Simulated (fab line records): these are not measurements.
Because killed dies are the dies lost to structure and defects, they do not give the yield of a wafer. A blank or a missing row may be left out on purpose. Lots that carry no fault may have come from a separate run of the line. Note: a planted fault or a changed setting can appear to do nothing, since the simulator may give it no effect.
fab line records    flow gf180mcu
record lots=12  wafers=34  last-day=33
route steps=602 shown V4@498 MIM@512
lots that met no fault: taken from a fault-free run of the same line
start-h: start of the lot's first displayed wafer, in hours after the record's first day    wait-h: hours elapsed since this lot's preceding step    " the same as in the row above    L1.1+2: one row covering several wafers at once    - no value, or no start was given    * or withheld: withheld    < > ~ a bound
route shown NAME@n: a module of which the file shows steps, and the number in the route of the first    usual: mean and standard deviation over wafers with no fault    same: alike in all rows    chamber/n: place in a boat    sites: readings site by site    _std_site: standard deviation across them    _edge_site: inner sites' mean taken away from outer sites' mean    radius-mm: how far each site lies from the wafer's centre    mask NAME#n: copy n    behind: tool/chamber where the wafer was last shaped    hold: cause of the lot's hold/its duration in hours/its outcome    device: the transistor (n, p or np) that didn't switch    end of line: the tests these same wafers got at the end of their route    a step with no rows: only its recipe    killed: count of dies lost to structure and defects at first sort (not the wafer's yield)    map: shows each die of a wafer: x if killed, . if not, _ if none is there
set.NAME: the run value of the setting; set.NAME@STEP: its run value at that earlier step    model.NAME: the simulator's own value behind a step, which no gauge read
a sample of lots followed through the steps of the route, with each step as a table and each wafer as a row
services: the hour from which a tool's chamber was out of use, counted from the record's first day as start-h (under 0 if before that day), plus the number of hours and why
## steps
# step GF_V4_SPUTTER_22
# recipe material=TiN  target-thk-nm=10  chamber-pressure-pa=5  power-w=4000  time-s=40
# usual throttle-valve-pct=30.0/1.1
lot.wafer  tool            chamber  start-h  wait-h  throttle-valve-pct
L579.3     pvd-sputter-02  -        555.82   0.0     29.6
L579.5     "               -        "        "       32.0
L579.6     "               -        "        "       29.6
L581.4     pvd-sputter-04  -        575.15   0.0     28.6
L581.5     "               -        "        "       31.0
L581.6     "               -        "        "       27.5
L582.1     pvd-sputter-04  -        585.24   0.0     28.5
L582.2     "               -        "        "       27.5
L582.5     "               -        "        "       30.5
L584.1     pvd-sputter-02  -        607.82   0.0     29.6
L584.3     "               -        "        "       30.5
L584.6     "               -        "        "       30.8
L586.2     pvd-sputter-02  -        615.23   0.0     29.8
L586.3     "               -        "        "       31.7
L586.6     "               -        "        "       29.8
L587.1     pvd-sputter-04  -        626.93   0.0     31.0
L587.2     "               -        "        "       28.5
L587.3     "               -        "        "       27.5
L589.2     pvd-sputter-01  -        638.73   0.0     29.6
L589.3     "               -        "        "       29.4
L589.4     "               -        "        "       30.8
L590.2     pvd-sputter-01  -        647.63   0.0     29.4
L590.4     "               -        "        "       29.2
L590.5     "               -        "        "       29.9
L592.2     pvd-sputter-02  -        667.98   0.0     30.8
L592.3     "               -        "        "       31.7
L592.5     "               -        "        "       30.9
L593.1     pvd-sputter-02  -        670.73   0.0     29.5
L593.5     "               -        "        "       29.6
L593.6     "               -        "        "       30.9
L598.3     pvd-sputter-04  -        707.98   0.0     30.2
L598.5     "               -        "        "       28.4
L600.1     pvd-sputter-01  -        711.04   0.0     29.2
L600.4     "               -        "        "       29.3
# step GF_MIM_SPUTTER_09
# recipe material=TiN  target-thk-nm=35  power-w=6500  time-s=29.2  chamber-pressure-pa=0.4
# usual throttle-valve-pct=30.2/1.1
lot.wafer  tool            chamber  start-h  wait-h  throttle-valve-pct
L579.3     pvd-sputter-02  -        556.83   0.0     31.9
L579.5     "               -        "        "       31.9
L579.6     "               -        "        "       30.3
L581.4     pvd-sputter-04  -        576.48   0.0     27.6
L581.5     "               -        "        "       28.7
L581.6     "               -        "        "       30.3
L582.1     pvd-sputter-04  -        586.25   0.0     28.6
L582.2     "               -        "        "       30.9
L582.5     "               -        "        "       27.7
L584.1     pvd-sputter-02  -        608.86   0.0     31.8
L584.3     "               -        "        "       30.6
L584.6     "               -        "        "       31.0
L586.2     pvd-sputter-04  -        616.81   0.0     30.0
L586.3     "               -        "        "       27.7
L586.6     "               -        "        "       30.1
L587.1     pvd-sputter-02  -        628.14   0.0     30.9
L587.2     "               -        "        "       32.0
L587.3     "               -        "        "       29.7
L589.2     pvd-sputter-02  -        639.75   0.0     30.4
L589.3     "               -        "        "       29.8
L589.4     "               -        "        "       31.8
L590.2     pvd-sputter-02  -        648.64   0.0     30.7
L590.4     "               -        "        "       31.8
L590.5     "               -        "        "       30.6
L592.2     pvd-sputter-04  -        669.00   0.0     27.6
L592.3     "               -        "        "       30.8
L592.5     "               -        "        "       30.4
L593.1     pvd-sputter-02  -        671.74   0.0     29.7
L593.5     "               -        "        "       30.7
L593.6     "               -        "        "       30.9
L598.3     pvd-sputter-03  -        709.11   0.0     31.0
L598.5     "               -        "        "       29.8
L600.1     pvd-sputter-03  -        712.05   0.0     29.9
L600.4     "               -        "        "       30.8
# step GF_MIM_THK_MEAS_11
# recipe thk-meas-gauge=xrf  reads=AlCu_of_MIM_SPUTTER_08
# usual MIM_ALCU_THK=197.3/2.5
lot.wafer  tool           chamber  start-h  wait-h  MIM_ALCU_THK[nm]
L579.3     film-metro-04  -        557.02   0.1     198.1
L579.5     "              -        "        "       199.0
L579.6     "              -        "        "       196.1
L581.4     film-metro-02  -        576.66   0.1     192.9
L581.5     "              -        "        "       193.6
L581.6     "              -        "        "       190.8
L582.1     film-metro-04  -        586.41   0.1     198.2
L582.2     "              -        "        "       198.8
L582.5     "              -        "        "       198.0
L584.1     film-metro-02  -        609.02   0.1     194.4
L584.3     "              -        "        "       198.6
L584.6     "              -        "        "       195.0
L586.2     film-metro-02  -        617.13   0.1     193.1
L586.3     "              -        "        "       194.9
L586.6     "              -        "        "       193.1
L587.1     film-metro-02  -        628.30   0.1     193.2
L587.2     "              -        "        "       192.8
L587.3     "              -        "        "       194.4
L589.2     film-metro-04  -        639.91   0.1     199.2
L589.3     "              -        "        "       199.4
L589.4     "              -        "        "       198.1
L590.2     film-metro-04  -        648.80   0.1     200.3
L590.4     "              -        "        "       201.0
L590.5     "              -        "        "       199.3
L592.2     film-metro-02  -        669.16   0.1     194.5
L592.3     "              -        "        "       194.3
L592.5     "              -        "        "       192.4
L593.1     film-metro-02  -        671.89   0.1     196.5
L593.5     "              -        "        "       196.4
L593.6     "              -        "        "       197.0
L598.3     film-metro-02  -        709.28   0.1     199.4
L598.5     "              -        "        "       199.0
L600.1     film-metro-01  -        712.20   0.1     200.7
L600.4     "              -        "        "       202.0
# step GF_MIM_COAT_14
# recipe resist=NOVOLAK  spin-rpm=3000  resist-thk-nm=1000
# usual exhaust-pa=45.1/0.83
lot.wafer  tool            chamber  start-h  wait-h  exhaust-pa
L579.3     litho-track-04  0        567.80   0.1     45.0
L579.5     "               0        "        "       45.1
L579.6     "               0        "        "       45.0
L581.4     litho-track-03  0        586.26   0.1     46.0
L581.5     "               0        "        "       45.7
L581.6     "               0        "        "       44.6
L582.1     litho-track-02  0        596.35   0.1     44.1
L582.2     "               0        "        "       44.5
L582.5     "               0        "        "       44.4
L584.1     litho-track-03  0        618.34   0.1     45.0
L584.3     "               0        "        "       45.3
L584.6     "               0        "        "       45.6
L586.2     litho-track-03  0        626.56   0.1     45.6
L586.3     "               0        "        "       45.0
L586.6     "               0        "        "       46.0
L587.1     litho-track-04  0        637.70   0.1     45.8
L587.2     "               0        "        "       45.6
L587.3     "               0        "        "       44.1
L589.2     litho-track-03  0        649.31   0.1     47.4
L589.3     "               0        "        "       47.3
L589.4     "               0        "        "       47.5
L590.2     litho-track-04  0        658.02   0.1     44.0
L590.4     "               0        "        "       45.8
L590.5     "               0        "        "       44.4
L592.2     litho-track-04  0        677.92   0.1     44.3
L592.3     "               0        "        "       45.1
L592.5     "               0        "        "       44.4
L593.1     litho-track-02  0        680.15   0.1     45.1
L593.5     "               0        "        "       44.4
L593.6     "               0        "        "       46.0
L598.3     litho-track-02  0        717.70   0.1     45.8
L598.5     "               0        "        "       46.1
L600.1     litho-track-02  0        720.20   0.1     44.1
L600.4     "               0        "        "       44.2
# step GF_MIM_STRIP_20
# recipe chemistry=O2/N2  power-w=1400  pressure-mtorr=1500  platen-temp-c=250  o2-flow-sccm=3000  n2-flow-sccm=300  overash-fraction=0.5
# usual drypump-motor-current-A=5.9/0.49  heater-power-w=330/27  oes-product-au=0.691/0.0043  strip-time-to-endpoint-s=11.20/0.031
lot.wafer  tool             chamber  start-h  wait-h  drypump-motor-current-A  heater-power-w  oes-product-au  rf-hours-counter-h  strip-time-to-endpoint-s
L579.3     plasma-asher-01  0        578.56   0.1     6.4                      292             0.691           -                   11.21
L579.5     "                1        "        "       6.1                      335             0.691           -                   11.20
L579.6     "                0        "        "       6.4                      302             0.689           -                   11.19
L581.4     plasma-asher-01  0        596.74   0.1     6.4                      295             0.692           -                   11.19
L581.5     "                0        "        "       6.4                      297             0.691           -                   11.22
L581.6     "                1        "        "       6.1                      329             0.682           -                   11.15
L582.1     plasma-asher-04  0        610.01   0.0     5.8                      359             0.688           82                  11.22
L582.2     "                1        "        "       5.1                      326             0.687           82                  11.17
L582.5     "                0        "        "       5.8                      352             0.688           -                   11.20
L584.1     plasma-asher-01  1        629.06   0.0     6.1                      338             0.686           22                  11.19
L584.3     "                1        "        "       6.1                      339             0.693           -                   11.24
L584.6     "                1        "        "       6.1                      335             0.692           -                   11.21
L586.2     plasma-asher-04  1        636.47   0.0     5.1                      337             0.700           84                  11.26
L586.3     "                1        "        "       5.0                      328             0.691           -                   11.24
L586.6     "                1        "        "       5.1                      322             0.701           -                   11.25
L587.1     plasma-asher-02  0        648.46   0.0     6.5                      390             0.686           56                  11.15
L587.2     "                1        "        "       5.5                      289             0.690           56                  11.24
L587.3     "                0        "        "       6.5                      375             0.695           -                   11.20
L589.2     plasma-asher-02  0        659.02   0.0     6.5                      392             0.697           57                  11.21
L589.3     "                0        "        "       6.5                      389             0.688           -                   11.21
L589.4     "                1        "        "       5.5                      296             0.687           -                   11.23
L590.2     plasma-asher-01  0        667.77   0.0     6.4                      300             0.695           26                  11.20
L590.4     "                1        "        "       6.1                      338             0.690           -                   11.22
L590.5     "                1        "        "       6.1                      335             0.695           -                   11.18
L592.2     plasma-asher-01  0        687.47   0.0     6.4                      301             0.694           28                  11.24
L592.3     "                1        "        "       6.1                      327             0.700           -                   11.22
L592.5     "                1        "        "       6.1                      334             0.691           -                   11.19
L593.1     plasma-asher-01  0        689.72   0.0     6.4                      299             0.696           29                  11.22
L593.5     "                1        "        "       6.1                      332             0.688           -                   11.24
L593.6     "                0        "        "       6.4                      295             0.694           -                   11.18
L598.3     plasma-asher-04  1        726.94   0.1     5.1                      325             0.681           -                   11.21
L598.5     "                1        "        "       5.1                      334             0.682           -                   10.93
L600.1     plasma-asher-04  0        728.76   0.0     5.8                      359             0.687           93                  11.14
L600.4     "                0        "        "       5.8                      357             0.670           -                   10.89
## services
tool             chamber  start-h  hours  kind
pvd-sputter-01   -        559.42   13.3   repair
pvd-sputter-04   -        564.25   2.8    repair
plasma-asher-01  -        583.33   0.5    repair
plasma-asher-02  -        593.55   14.6   pm
pvd-sputter-04   3        605.34   -      consumable-replace:kit
pvd-sputter-04   3        605.34   18.0   scheduled-down
pvd-sputter-04   3        605.34   18.0   vent-cycle
pvd-sputter-02   -        622.09   5.3    repair
pvd-sputter-03   3        623.71   -      consumable-replace:kit
pvd-sputter-01   -        626.05   3.0    repair
plasma-asher-04  -        630.80   2.8    pm
plasma-asher-04  -        649.29   1.4    repair
pvd-sputter-04   -        665.72   1.5    repair
pvd-sputter-04   -        678.08   4.6    repair
pvd-sputter-04   2        703.62   -      consumable-replace:kit
pvd-sputter-04   2        703.62   18.0   scheduled-down
pvd-sputter-04   2        703.62   18.0   vent-cycle
pvd-sputter-01   3        704.09   -      consumable-replace:kit
pvd-sputter-01   3        704.09   18.0   scheduled-down
pvd-sputter-01   3        704.09   18.0   vent-cycle
plasma-asher-02  -        711.59   6.4    repair
pvd-sputter-04   -        717.31   0.8    repair
## key
first-sign step=GF_MIM_STRIP_20  reading=strip-time-to-endpoint-s  direction=down  sigmas=9.5  usual=*  struck=*
effect step=GF_MIM_STRIP_20  reading=oes-product-au  direction=down  sigmas=3.5  usual=0.691  struck=0.676
met-at GF_MIM_COAT_14
struck-lots L598,L600
struck-wafers L598.5,L600.4
not-acting-at GF_V4_SPUTTER_22,GF_MIM_SPUTTER_09,GF_MIM_THK_MEAS_11
onset-between 680.15 717.70
fault kind=process-parameter-drift  tool=litho-track-02  chamber=-  onset-h=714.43  steps=GF_MIM_COAT_14  channel=resist-thk-nm  offset=*  shape=step  end-h=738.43  scope=struck-wafers-only  acts-in=*  stated=*
